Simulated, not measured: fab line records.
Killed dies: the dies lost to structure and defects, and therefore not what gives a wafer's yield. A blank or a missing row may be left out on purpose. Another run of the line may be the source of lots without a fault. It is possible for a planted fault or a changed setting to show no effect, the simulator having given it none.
fab line records	flow sky130
record lots=5	wafers=15	lastDay=50
route steps=708 shown LI_CONTACT@375 LOCAL_INTERCONNECT@387 PAD_OPEN@708
lots that met no fault: from a run of the same line without faults
startH: the number of hours between the record's first day and the start of the first shown wafer of the lot	waitH: how many hours have passed since the lot's step before this one	" same as the row above	L1.1+2: a row that stands for several wafers	- no value present, or no start provided	* or withheld: withheld	< > ~ a bound
route shown NAME@n: NAME is a module with steps in the file, n the number in the route of the first one	usual: mean and standard deviation over wafers with no fault	same: alike in all rows	chamber/n: place in a boat	sites: each site's reading	_std_site: the standard deviation of these	_edge_site: inner sites' mean taken away from outer sites' mean	radiusMm: how far each site lies from the wafer's centre	mask NAME#n: copy n	behind: the tool/chamber that last shaped the wafer	hold: the reason the lot was held/the length of the hold in hours/how it ended	device: transistor that didn't switch, given as n, p or np	end of line: at the end of the route, the tests of the same wafers	step lacking rows: just its recipe	killed: not the wafer's yield, but the dies lost to structure and defects at the first sort	map: a wafer's dies, marking killed ones x, the rest . and places with no die _
set.NAME: the run value of the setting; set.NAME@STEP: its run value at that earlier step	model.NAME: the simulator's own value behind a step, which no gauge read
a table for each step, a row for each wafer; lots at some steps of the route
services: a tool's chamber out of use, with start hour (startH, from the record's first day; less than 0 if before it), hours out, and reason
## steps
# step SKY_LI_CONTACT_OVL_MEAS_13
# usual LI_CONTACT_OVL=0/5.8
lot.wafer	tool	chamber	startH	waitH	LI_CONTACT_OVL[nm]
L235.3	overlay-02	-	683.79	0.1	3
L235.4	"	-	"	"	5
L235.5	"	-	"	"	2
L237.1	overlay-02	-	701.05	0.1	3
L237.5	"	-	"	"	5
L237.6	"	-	"	"	6
L248.2	overlay-01	-	786.83	0.1	-3
L248.3	"	-	"	"	2
L248.5	"	-	"	"	-3
L255.2	overlay-02	-	841.30	0.1	10
L255.4	"	-	"	"	11
L255.5	"	-	"	"	5
L257.2	overlay-02	-	851.50	0.1	6
L257.4	"	-	"	"	2
L257.5	"	-	"	"	5
# step SKY_LI_CONTACT_ETCH_14
# recipe chemistry=N2/H2	target=BARC	ionEnergyEv=200	sourceW=500	biasW=100	pressureMtorr=30	n2FlowSccm=100	h2FlowSccm=200	stopOn=SiO2	timeS=45.9	targetDepthA=600
# usual drypumpMotorCurrentA=5.4/0.53	oesProductAu=0.855/0.0048	throttleValvePct=13.224/0.0085
lot.wafer	tool	chamber	startH	waitH	drypumpMotorCurrentA	oesProductAu	rfHoursCounterH	throttleValvePct
L235.3	rieDiel-03	2	683.81	0.0	4.8	0.859	21	13.213
L235.4	"	3	"	"	4.7	0.857	-	13.233
L235.5	"	1	"	"	6.2	0.852	-	13.213
L237.1	rieDiel-03	2	701.08	0.0	4.8	0.855	21	13.224
L237.5	"	2	"	"	4.9	0.856	-	13.217
L237.6	"	1	"	"	6.2	0.855	-	13.212
L248.2	rieDiel-01	3	786.86	0.0	5.2	0.863	4	13.225
L248.3	"	0	"	"	5.1	0.861	-	13.214
L248.5	"	0	"	"	5.1	0.858	-	13.220
L255.2	rieDiel-03	0	841.33	0.0	5.2	0.862	4	13.216
L255.4	"	2	"	"	4.8	0.859	25	13.235
L255.5	"	0	"	"	5.2	0.860	-	13.221
L257.2	rieDiel-04	2	851.53	0.0	5.4	0.857	19	13.236
L257.4	"	2	"	"	5.4	0.851	-	13.213
L257.5	"	0	"	"	6.0	0.853	-	13.227
# step SKY_LI_CONTACT_ETCH_15
# recipe target=PSG	chemistry=C4F8/O2/Ar	stopOn=Si	taperDeg=4.15	maskMaterial=KrF-thick	sourceW=1500	biasW=1200	pressureMtorr=40	c4f8FlowSccm=withheld	O2_flow_sccm=6	Ar_flow_sccm=300	timeS=withheld	targetDepthA=6000
# step SKY_LI_CONTACT_STRIP_16
# recipe chemistry=O2/N2	powerW=1400	pressureMtorr=1500	platenTempC=withheld	o2FlowSccm=3000	n2FlowSccm=300	overashFraction=0.5
# usual drypumpMotorCurrentA=5.92/0.28	oesProductAu=0.375/0.0055	stripTimeToEndpointS=3.48/0.05
lot.wafer	tool	chamber	startH	waitH	drypumpMotorCurrentA	oesProductAu	rfHoursCounterH	stripTimeToEndpointS
L235.3	plasmaAsher-04	1	683.97	-	5.68	0.363	-	3.53
L235.4	"	0	"	"	6.07	0.376	-	3.44
L235.5	"	0	"	"	6.08	0.371	-	3.50
L237.1	plasmaAsher-01	1	701.21	-	6.21	0.380	85	3.49
L237.5	"	0	"	"	6.10	0.369	-	3.48
L237.6	"	1	"	"	6.21	0.365	-	3.43
L248.2	plasmaAsher-04	1	787.06	-	5.65	0.381	68	3.48
L248.3	"	1	"	"	5.65	0.388	-	3.55
L248.5	"	1	"	"	5.66	0.370	-	3.52
L255.2	plasmaAsher-03	0	841.46	-	6.14	0.382	41	3.51
L255.4	"	0	"	"	6.15	0.377	-	3.51
L255.5	"	0	"	"	6.14	0.380	-	3.50
L257.2	plasmaAsher-01	1	851.66	-	6.24	0.371	95	3.54
L257.4	"	0	"	"	6.11	0.374	-	3.51
L257.5	"	0	"	"	6.10	0.368	-	3.46
# step SKY_LI_CONTACT_CLEAN_17
# recipe chemistry=NMP	timeS=600	tempC=60	dry=n2Spin
# step SKY_LI_CONTACT_PRE_CLEAN_18
# recipe gas=Ar	timeS=5.6	biasV=358
# step SKY_LI_CONTACT_SPUTTER_19
# recipe material=Ti	targetThkNm=20	chamberPressurePa=5	powerW=2500	substrateTempC=200	timeS=106.37
# usual throttleValvePct=30.2/0.75
lot.wafer	tool	chamber	startH	waitH	throttleValvePct
L235.3	pvdSputter-04	-	684.24	0.0	30.7
L235.4	"	-	"	"	31.3
L235.5	"	-	"	"	30.8
L237.1	pvdSputter-02	-	701.50	0.0	28.7
L237.5	"	-	"	"	30.0
L237.6	"	-	"	"	29.0
L248.2	pvdSputter-04	-	787.35	0.0	30.9
L248.3	"	-	"	"	30.0
L248.5	"	-	"	"	30.8
L255.2	pvdSputter-04	-	841.76	0.0	31.3
L255.4	"	-	"	"	30.9
L255.5	"	-	"	"	31.2
L257.2	pvdSputter-04	-	851.96	0.0	30.0
L257.4	"	-	"	"	31.0
L257.5	"	-	"	"	30.8
# step SKY_LI_CONTACT_SPUTTER_20
# recipe material=TiN	targetThkNm=20	chamberPressurePa=5	powerW=4000	timeS=80
# step SKY_LI_CONTACT_CVD_21
# recipe material=W	targetThkNm=400	timeS=120.56	tempC=400	pressureTorr=40
# usual heaterPowerW=878/120
lot.wafer	tool	chamber	startH	waitH	heaterPowerW
L235.3	cvdW-01	0	684.41	0.1	738
L235.4	"	1	"	"	1000
L235.5	"	0	"	"	749
L237.1	cvdW-01	1	701.64	0.0	1019
L237.5	"	0	"	"	746
L237.6	"	1	"	"	1027
L248.2	cvdW-02	1	787.49	0.0	785
L248.3	"	0	"	"	960
L248.5	"	0	"	"	915
L255.2	cvdW-01	1	841.89	0.0	1057
L255.4	"	0	"	"	753
L255.5	"	0	"	"	740
L257.2	cvdW-01	1	852.09	0.0	1046
L257.4	"	1	"	"	1052
L257.5	"	1	"	"	1023
# step SKY_LI_CONTACT_RS_MEAS_22
# recipe thkMeasGauge=four-point-probe	reads=W_of_LI_CONTACT_CVD_21+TiN_of_LI_CONTACT_SPUTTER_20+Ti_of_LI_CONTACT_SPUTTER_19
# usual LI_CONTACT_W_RS=0.279/0.0056
lot.wafer	tool	chamber	startH	waitH	LI_CONTACT_W_RS[ohm/sq]
L235.3	filmMetro-03	-	684.54	0.1	0.277
L235.4	"	-	"	"	0.274
L235.5	"	-	"	"	0.279
L237.1	filmMetro-03	-	701.77	0.1	0.272
L237.5	"	-	"	"	0.278
L237.6	"	-	"	"	0.270
L248.2	filmMetro-02	-	787.63	0.1	0.280
L248.3	"	-	"	"	0.286
L248.5	"	-	"	"	0.287
L255.2	filmMetro-04	-	842.04	0.1	0.268
L255.4	"	-	"	"	0.278
L255.5	"	-	"	"	0.279
L257.2	filmMetro-03	-	852.24	0.1	0.273
L257.4	"	-	"	"	0.268
L257.5	"	-	"	"	0.273
# step SKY_LI_CONTACT_THK_MEAS_23
# recipe thkMeasGauge=xrf	reads=W_of_LI_CONTACT_CVD_21
# usual LI_CONTACT_W_THK=420/8.7
lot.wafer	tool	chamber	startH	waitH	LI_CONTACT_W_THK[nm]
L235.3	filmMetro-03	-	684.64	0.1	424
L235.4	"	-	"	"	431
L235.5	"	-	"	"	421
L237.1	filmMetro-03	-	701.89	0.1	440
L237.5	"	-	"	"	427
L237.6	"	-	"	"	438
L248.2	filmMetro-02	-	787.74	0.1	419
L248.3	"	-	"	"	411
L248.5	"	-	"	"	407
L255.2	filmMetro-04	-	842.15	0.1	432
L255.4	"	-	"	"	421
L255.5	"	-	"	"	417
L257.2	filmMetro-03	-	852.35	0.1	431
L257.4	"	-	"	"	439
L257.5	"	-	"	"	428
# step SKY_LI_CONTACT_CMP_24
# recipe stopOn=PSG	tOverpolishS=20	downForcePsi=3.5	platenRpm=60	targetThkNm=0	padVelocityMS=0.94248
# usual motorCurrentA=11.2/0.9	overpolishRunS=20.000/0.009	timeToEndpointS=97/4
lot.wafer	tool	chamber	startH	waitH	motorCurrentA	overpolishRunS	timeToEndpointS
L235.3	cmp-01	0	684.68	0.0	10.6	20.000	100
L235.4	"	2	"	"	11.9	20.004	103
L235.5	"	1	"	"	11.2	19.984	92
L237.1	cmp-02	3	702.10	0.2	11.1	20.013	98
L237.5	"	0	"	"	11.7	20.004	97
L237.6	"	1	"	"	9.8	20.014	102
L248.3	cmp-02	0	787.79	0.0	11.1	19.994	99
L248.2	"	3	"	"	10.7	20.005	101
L248.5	"	1	"	"	9.9	20.007	102
L255.2	cmp-02	0	842.30	0.1	10.7	20.003	97
L255.4	"	1	"	"	9.1	20.010	97
L255.5	"	3	"	"	11.1	20.000	96
L257.4	cmp-02	0	852.45	0.1	11.3	20.003	98
L257.2	"	2	"	"	12.5	20.016	99
L257.5	"	0	"	"	11.5	20.005	97
# step SKY_LOCAL_INTERCONNECT_SPUTTER_00
# recipe material=TiN	targetThkNm=100	tempC=300	powerW=6500	timeS=83.3	chamberPressurePa=0.4
# usual throttleValvePct=29.6/0.71
lot.wafer	tool	chamber	startH	waitH	throttleValvePct	model.TiN_of_LOCAL_INTERCONNECT_SPUTTER_00.thkNm
L235.3	pvdSputter-02	-	684.98	0.2	29.5	98.19
L235.4	"	-	"	"	29.8	100.1
L235.5	"	-	"	"	28.4	97.93
L237.1	pvdSputter-01	-	702.25	0.1	28.6	101.7
L237.5	"	-	"	"	29.9	99.43
L237.6	"	-	"	"	31.1	101.3
L248.2	pvdSputter-01	-	788.09	0.1	30.6	100.4
L248.3	"	-	"	"	28.6	97.78
L248.5	"	-	"	"	30.9	100.8
L255.2	pvdSputter-03	-	842.50	0.1	30.0	100.6
L255.4	"	-	"	"	29.3	102.6
L255.5	"	-	"	"	30.2	101.4
L257.2	pvdSputter-03	-	852.70	0.1	30.2	100.2
L257.4	"	-	"	"	30.2	100.3
L257.5	"	-	"	"	29.5	100.7
# step SKY_LOCAL_INTERCONNECT_RS_MEAS_01
# recipe thkMeasGauge=four-point-probe	reads=TiN_of_LOCAL_INTERCONNECT_SPUTTER_00
# usual LOCAL_INTERCONNECT_TIN_RS=14.12/0.17
lot.wafer	tool	chamber	startH	waitH	LOCAL_INTERCONNECT_TIN_RS[ohm/sq]
L235.3	filmMetro-01	-	685.08	0.1	14.48
L235.4	"	-	"	"	14.16
L235.5	"	-	"	"	14.48
L237.1	filmMetro-04	-	702.31	0.0	13.92
L237.5	"	-	"	"	14.22
L237.6	"	-	"	"	13.95
L248.2	filmMetro-01	-	788.18	0.1	14.13
L248.3	"	-	"	"	14.48
L248.5	"	-	"	"	14.08
L255.2	filmMetro-01	-	842.58	0.1	14.08
L255.4	"	-	"	"	13.79
L255.5	"	-	"	"	13.99
L257.2	filmMetro-03	-	852.78	0.1	14.14
L257.4	"	-	"	"	14.13
L257.5	"	-	"	"	14.07
# step SKY_LOCAL_INTERCONNECT_THK_MEAS_02
# recipe thkMeasGauge=xrf	reads=TiN_of_LOCAL_INTERCONNECT_SPUTTER_00
# usual LOCAL_INTERCONNECT_TIN_THK=97.5/1.3
lot.wafer	tool	chamber	startH	waitH	LOCAL_INTERCONNECT_TIN_THK[nm]
L235.3	filmMetro-01	-	685.18	0.1	95.3
L235.4	"	-	"	"	97.4
L235.5	"	-	"	"	95.3
L237.1	filmMetro-04	-	702.43	0.1	99.0
L237.5	"	-	"	"	96.9
L237.6	"	-	"	"	99.0
L248.2	filmMetro-01	-	788.29	0.1	98.0
L248.3	"	-	"	"	95.4
L248.5	"	-	"	"	98.1
L255.2	filmMetro-01	-	842.69	0.1	97.2
L255.4	"	-	"	"	99.3
L255.5	"	-	"	"	97.8
L257.2	filmMetro-03	-	852.89	0.1	97.4
L257.4	"	-	"	"	97.3
L257.5	"	-	"	"	97.8
# step SKY_LOCAL_INTERCONNECT_DEHYDRATE_03
# recipe tempC=200	timeS=60
# step SKY_LOCAL_INTERCONNECT_HMDS_04
# recipe primeTimeS=60	primeTempC=120
# step SKY_LOCAL_INTERCONNECT_COAT_05
# recipe resist=BARC	tempC=withheld	timeS=withheld	spinRpm=3000	resistThkNm=60
# step SKY_LOCAL_INTERCONNECT_COAT_06
# recipe resist=KrF-thick	spinRpm=3000	resistThkNm=450
# step SKY_LOCAL_INTERCONNECT_SOFTBAKE_07
# recipe tempC=100	timeS=90	resist=KrF-thick
# step SKY_LOCAL_INTERCONNECT_EXPOSE_08
# recipe maskId=LI1M	na=0.8	sourceShape=annular	sigmaInner=0.55	sigmaOuter=0.85	targetCdNm=170	doseMj=28
# step SKY_LOCAL_INTERCONNECT_PEB_09
# recipe pebTempC=withheld	pebTimeS=withheld	resist=KrF-thick
# step SKY_LOCAL_INTERCONNECT_DEVELOP_10
# recipe developTimeS=60	resist=KrF-thick	devTempC=21
# step SKY_LOCAL_INTERCONNECT_CD_MEAS_11
# recipe targetCdNm=170
# usual cdNm=169.4/1.7
lot.wafer	tool	chamber	startH	waitH	cdNm
L235.3	cdSem-01	-	713.18	-	169.3
L235.4	"	-	"	"	169.3
L235.5	"	-	"	"	168.8
L237.1	cdSem-01	-	730.67	-	171.8
L237.5	"	-	"	"	171.6
L237.6	"	-	"	"	171.2
L248.2	cdSem-02	-	815.14	-	171.7
L248.3	"	-	"	"	170.9
L248.5	"	-	"	"	171.7
L255.2	cdSem-01	-	868.49	-	169.4
L255.4	"	-	"	"	168.7
L255.5	"	-	"	"	168.7
L257.2	cdSem-01	-	879.06	-	167.6
L257.4	"	-	"	"	167.6
L257.5	"	-	"	"	168.8
# step SKY_LOCAL_INTERCONNECT_OVL_MEAS_12
# usual LOCAL_INTERCONNECT_OVL=1/5
lot.wafer	tool	chamber	startH	waitH	LOCAL_INTERCONNECT_OVL[nm]
L235.3	overlay-02	-	713.27	0.1	-3
L235.4	"	-	"	"	-1
L235.5	"	-	"	"	-1
L237.1	overlay-02	-	730.79	0.1	7
L237.5	"	-	"	"	8
L237.6	"	-	"	"	5
L248.2	overlay-01	-	815.25	0.1	2
L248.3	"	-	"	"	4
L248.5	"	-	"	"	6
L255.2	overlay-01	-	868.60	0.1	-5
L255.4	"	-	"	"	-7
L255.5	"	-	"	"	-4
L257.2	overlay-02	-	879.17	0.1	6
L257.4	"	-	"	"	6
L257.5	"	-	"	"	4
# step SKY_LOCAL_INTERCONNECT_ETCH_13
# recipe chemistry=N2/H2	target=BARC	ionEnergyEv=200	biasW=100	pressureMtorr=30	n2FlowSccm=100	h2FlowSccm=200	icpW=500	stopOn=SiO2	timeS=45.9	targetDepthA=600
# step SKY_LOCAL_INTERCONNECT_METAL_ETCH_14
# recipe targetDepthNm=110	stopOn=PSG	chemistry=Cl2/BCl3	target=TiN	resistSidewallDeg=88	pressureMtorr=10	icpW=900	biasW=48.5	Cl2_flow_sccm=60	bcl3FlowSccm=30	timeS=31.4
# usual drypumpMotorCurrentA=5.8/0.37	oesProductAu=0.943/0.0078	throttleValvePct=21.899/0.011
lot.wafer	tool	chamber	startH	waitH	drypumpMotorCurrentA	oesProductAu	rfHoursCounterH	throttleValvePct	model.LOCAL_INTERCONNECT.featureDepthNm	model.etch.depthNm
L235.3	rieMetal-04	1	713.37	0.0	5.5	0.933	-	21.914	98.19	98.19
L235.4	"	0	"	"	5.5	0.946	-	21.911	100.1	100.1
L235.5	"	1	"	"	5.5	0.932	-	21.905	97.93	97.93
L237.1	rieMetal-02	0	730.89	0.0	5.8	0.949	9	21.898	101.7	101.7
L237.5	"	1	"	"	5.3	0.935	-	21.889	99.43	99.43
L237.6	"	0	"	"	5.7	0.950	-	21.881	101.3	101.3
L248.2	rieMetal-02	0	815.34	0.0	5.7	0.942	12	21.904	100.4	100.4
L248.3	"	0	"	"	5.7	0.932	-	21.916	97.78	97.78
L248.5	"	1	"	"	5.3	0.949	-	21.900	100.8	100.8
L255.2	rieMetal-04	1	868.77	0.1	5.5	0.943	-	21.902	100.6	100.6
L255.4	"	1	"	"	5.5	0.960	-	21.899	102.6	102.6
L255.5	"	1	"	"	5.4	0.953	-	21.899	101.4	101.4
L257.2	rieMetal-02	0	879.26	0.0	5.7	0.947	14	21.909	100.2	100.2
L257.4	"	1	"	"	5.3	0.937	-	21.917	100.3	100.3
L257.5	"	1	"	"	5.3	0.945	-	21.885	100.7	100.7
# step SKY_LOCAL_INTERCONNECT_STRIP_15
# recipe chemistry=O2/N2	powerW=1400	pressureMtorr=1500	platenTempC=withheld	o2FlowSccm=3000	n2FlowSccm=300	overashFraction=0.5
# step SKY_LOCAL_INTERCONNECT_STRIP_16
# recipe chemistry=postEtchResidueRemover	timeS=1200	tempC=72.5
lot.wafer	tool	chamber	startH	waitH	model.TiN_of_LOCAL_INTERCONNECT_SPUTTER_00.thkNm
L235.3	wetBench-01	2	713.51	0.0	97.77
L235.4	"	2	"	"	99.68
L235.5	"	2	"	"	97.51
L237.1	wetBench-03	2	731.04	0.1	101.3
L237.5	"	2	"	"	99.01
L237.6	"	2	"	"	100.9
L248.2	wetBench-01	3	815.49	0.1	99.99
L248.3	"	3	"	"	97.36
L248.5	"	3	"	"	100.4
L255.2	wetBench-01	2	868.96	0.1	100.2
L255.4	"	2	"	"	102.2
L255.5	"	2	"	"	101
L257.2	wetBench-01	2	879.41	0.1	99.73
L257.4	"	2	"	"	99.91
L257.5	"	2	"	"	100.3
# step SKY_LOCAL_INTERCONNECT_CLEAN_17
# recipe chemistry=IPA	timeS=180	tempC=25
# step SKY_PAD_OPEN_PROBE_99
# usual killed_at_M0_to_M3=42/6.1	killed_at_M4_up=3.1/1.7	killedAtContacts=24/5.5	killedAtFrontEnd=16/4.1	killedAtOther=0.3/0.57	killedDies=86/8.2	killedOpen=47/6.8	killedShort=38/5.8
# same grossDies=492	killedAtBackSide=0
lot.wafer	tool	chamber	startH	waitH	killed_at_M0_to_M3	killed_at_M4_up	killedAtContacts	killedAtFrontEnd	killedAtOther	killedDies	killedOpen	killedShort	model.etest.resLi.rsOhmSq
L235.3	prober-01	-	1080.25	0.2	33	2	20	15	0	70	38	32	13.04
L235.4	prober-01	-	1080.30	0.2	47	4	30	15	1	97	52	44	12.86
L235.5	prober-01	-	1080.35	0.2	39	2	22	18	0	81	44	37	13.04
L237.1	prober-01	-	1095.60	0.1	48	1	20	16	0	85	50	35	12.68
L237.5	prober-01	-	1095.80	0.2	51	7	27	18	0	103	51	52	12.89
L237.6	prober-01	-	1095.85	0.2	41	2	27	17	0	87	47	40	12.67
L248.2	prober-02	-	1156.28	0.1	51	3	24	16	0	94	50	44	12.75
L248.3	prober-02	-	1156.33	0.2	50	2	24	18	0	94	55	39	13.18
L248.5	prober-02	-	1156.43	0.2	39	2	31	14	1	87	53	34	12.72
L255.2	prober-01	-	1189.95	0.1	40	3	18	11	1	73	36	37	12.74
L255.4	prober-01	-	1190.05	0.2	40	2	25	16	0	83	45	37	12.47
L255.5	prober-01	-	1190.10	0.2	46	1	22	27	0	96	45	51	12.72
L257.2	prober-01	-	1196.86	0.1	40	3	21	11	0	75	39	36	12.81
L257.4	prober-01	-	1196.96	0.2	36	1	24	12	2	75	49	25	12.81
L257.5	prober-01	-	1197.01	0.2	40	5	19	21	0	85	50	34	12.76
# killed by level:class
L235.3 CONTACT:geometricParticle:open=8 VIA1:geometricParticle:open=8 METAL1:geometricParticle:short=6 VIA2:geometricParticle:open=6 LI_CONTACT:geometricParticle:open=5 POLY_GATE:geometricParticle:short=4 LOCAL_INTERCONNECT:geometricParticle:short=4 FIELD_ISO:geometricParticle:open=3
L235.4 CONTACT:geometricParticle:open=17 VIA1:geometricParticle:open=12 METAL2:geometricParticle:short=7 METAL1:geometricParticle:short=6 VIA2:geometricParticle:short=6 VIA2:geometricParticle:open=6 POLY_GATE:geometricParticle:short=5 CONTACT:geometricParticle:short=5
L235.5 VIA2:geometricParticle:open=10 VIA1:geometricParticle:open=7 CONTACT:geometricParticle:short=7 FIELD_ISO:geometricParticle:short=6 CONTACT:geometricParticle:open=6 LOCAL_INTERCONNECT:geometricParticle:short=5 POLY_GATE:geometricParticle:open=4 LI_CONTACT:geometricParticle:open=4
L237.1 VIA1:geometricParticle:open=14 VIA2:geometricParticle:open=9 VIA3:geometricParticle:open=5 LOCAL_INTERCONNECT:geometricParticle:short=5 POLY_GATE:geometricParticle:open=5 LI_CONTACT:geometricParticle:open=5 METAL1:geometricParticle:short=5 FIELD_ISO:geometricParticle:open=4
L237.5 VIA1:geometricParticle:open=12 VIA2:geometricParticle:open=10 LI_CONTACT:geometricParticle:open=9 POLY_GATE:geometricParticle:short=7 LOCAL_INTERCONNECT:geometricParticle:short=7 METAL1:geometricParticle:short=7 METAL2:geometricParticle:short=6 METAL4:geometricParticle:short=6
L237.6 VIA1:geometricParticle:open=10 CONTACT:geometricParticle:open=9 LI_CONTACT:geometricParticle:open=6 VIA2:geometricParticle:open=6 LOCAL_INTERCONNECT:geometricParticle:short=5 FIELD_ISO:geometricParticle:open=4 POLY_GATE:geometricParticle:short=4 METAL2:geometricParticle:short=4
L248.2 LI_CONTACT:geometricParticle:open=12 VIA3:geometricParticle:open=12 METAL2:geometricParticle:short=10 VIA2:geometricParticle:short=9 CONTACT:geometricParticle:open=7 VIA1:geometricParticle:open=7 FIELD_ISO:geometricParticle:open=5 FIELD_ISO:geometricParticle:short=4
L248.3 VIA1:geometricParticle:open=12 LI_CONTACT:geometricParticle:open=11 CONTACT:geometricParticle:open=8 VIA3:geometricParticle:short=7 FIELD_ISO:geometricParticle:open=6 VIA1:geometricParticle:short=5 VIA2:geometricParticle:open=5 METAL2:geometricParticle:short=5
L248.5 CONTACT:geometricParticle:open=12 VIA1:geometricParticle:open=11 LI_CONTACT:geometricParticle:open=8 VIA3:geometricParticle:open=8 LOCAL_INTERCONNECT:geometricParticle:short=7 FIELD_ISO:geometricParticle:short=6 VIA2:geometricParticle:open=6 CONTACT:geometricParticle:short=4
L255.2 METAL1:geometricParticle:short=10 LI_CONTACT:geometricParticle:open=7 VIA1:geometricParticle:open=6 VIA2:geometricParticle:open=6 VIA3:geometricParticle:open=5 CONTACT:geometricParticle:short=4 CONTACT:geometricParticle:open=4 FIELD_ISO:geometricParticle:short=3
L255.4 VIA1:geometricParticle:open=10 LI_CONTACT:geometricParticle:open=9 FIELD_ISO:geometricParticle:short=7 CONTACT:geometricParticle:open=7 VIA2:geometricParticle:open=7 CONTACT:geometricParticle:short=5 VIA2:geometricParticle:short=5 VIA3:geometricParticle:open=5
L255.5 POLY_GATE:geometricParticle:short=10 VIA3:geometricParticle:open=9 FIELD_ISO:geometricParticle:short=8 METAL2:geometricParticle:short=8 LI_CONTACT:geometricParticle:open=7 VIA1:geometricParticle:open=7 LOCAL_INTERCONNECT:geometricParticle:short=5 CONTACT:geometricParticle:open=5
L257.2 VIA1:geometricParticle:open=11 CONTACT:geometricParticle:open=7 METAL2:geometricParticle:short=6 LI_CONTACT:geometricParticle:open=5 VIA3:geometricParticle:short=5 POLY_GATE:geometricParticle:short=4 LI_CONTACT:geometricParticle:short=4 LOCAL_INTERCONNECT:geometricParticle:short=3
L257.4 CONTACT:geometricParticle:open=14 VIA2:geometricParticle:open=11 VIA1:geometricParticle:open=9 FIELD_ISO:geometricParticle:open=5 LI_CONTACT:geometricParticle:short=5 VIA3:geometricParticle:open=4 CONTACT:geometricParticle:short=3 METAL2:geometricParticle:short=3
L257.5 VIA1:geometricParticle:open=10 POLY_GATE:geometricParticle:open=9 VIA2:geometricParticle:open=8 VIA3:geometricParticle:open=6 LI_CONTACT:geometricParticle:open=6 POLY_GATE:geometricParticle:short=4 LI_CONTACT:geometricParticle:short=4 CONTACT:geometricParticle:short=4
## services
tool	chamber	startH	hours	kind
rieDiel-03	-	661.37	0.3	repair
cvdW-01	-	663.57	0.8	repair
rieDiel-03	0	674.23	3.0	repair
plasmaAsher-01	-	714.01	3.3	repair
plasmaAsher-01	-	720.72	15.6	pm
cmp-02	-	736.67	6.9	pm
rieDiel-03	2	740.72	3.3	repair
cmp-02	-	744.06	4.0	pm
cmp-02	-	749.93	3.9	repair
pvdSputter-04	-	753.22	3.7	repair
rieMetal-02	-	755.01	14.0	repair
rieDiel-03	2	755.14	17.2	repair
pvdSputter-03	-	771.79	1.0	repair
rieDiel-03	1	781.05	2.6	repair
pvdSputter-02	-	781.91	27.5	repair
plasmaAsher-01	-	787.19	28.1	pm
plasmaAsher-01	-	833.94	0.9	repair
pvdSputter-01	-	840.88	25.9	repair
pvdSputter-02	-	844.04	1.2	repair
cvdW-01	-	845.21	0.7	repair
pvdSputter-02	-	845.29	1.3	repair
pvdSputter-02	-	845.80	3.6	repair
plasmaAsher-01	-	847.46	3.7	repair
rieMetal-02	-	851.35	14.6	pm
## key
firstSign none at tools or gauges
modelEffect step=SKY_LOCAL_INTERCONNECT_SPUTTER_00	value=TiN_of_LOCAL_INTERCONNECT_SPUTTER_00.thkNm	without=100.4	struck=97.78
modelEffect step=SKY_LOCAL_INTERCONNECT_METAL_ETCH_14	value=LOCAL_INTERCONNECT.featureDepthNm	without=100.4	struck=97.78
modelEffect step=SKY_LOCAL_INTERCONNECT_STRIP_16	value=TiN_of_LOCAL_INTERCONNECT_SPUTTER_00.thkNm	without=99.96	struck=97.36
modelEffect step=SKY_PAD_OPEN_PROBE_99	value=etest.resLi.rsOhmSq	without=12.83	struck=13.18
metAt SKY_LOCAL_INTERCONNECT_SPUTTER_00
struckWafers L248.3
testerLeftOut L248
onsetBetween 702.25 788.09
fault kind=processParameterDrift	tool=pvdSputter-01	chamber=-	onsetH=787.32	steps=SKY_LOCAL_INTERCONNECT_SPUTTER_00	channel=timeS	offset=*	shape=step	endH=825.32	scope=struckWafersOnly	actsIn=*	stated=*
# testerLeftOut: of these lots the tester's yield and bins aren't shown, on N5 and GAA mostly nor the transistor test; their killed dies are dies lost to structure and defects alone, not to doping, threshold or leakage, so they don't give the yield
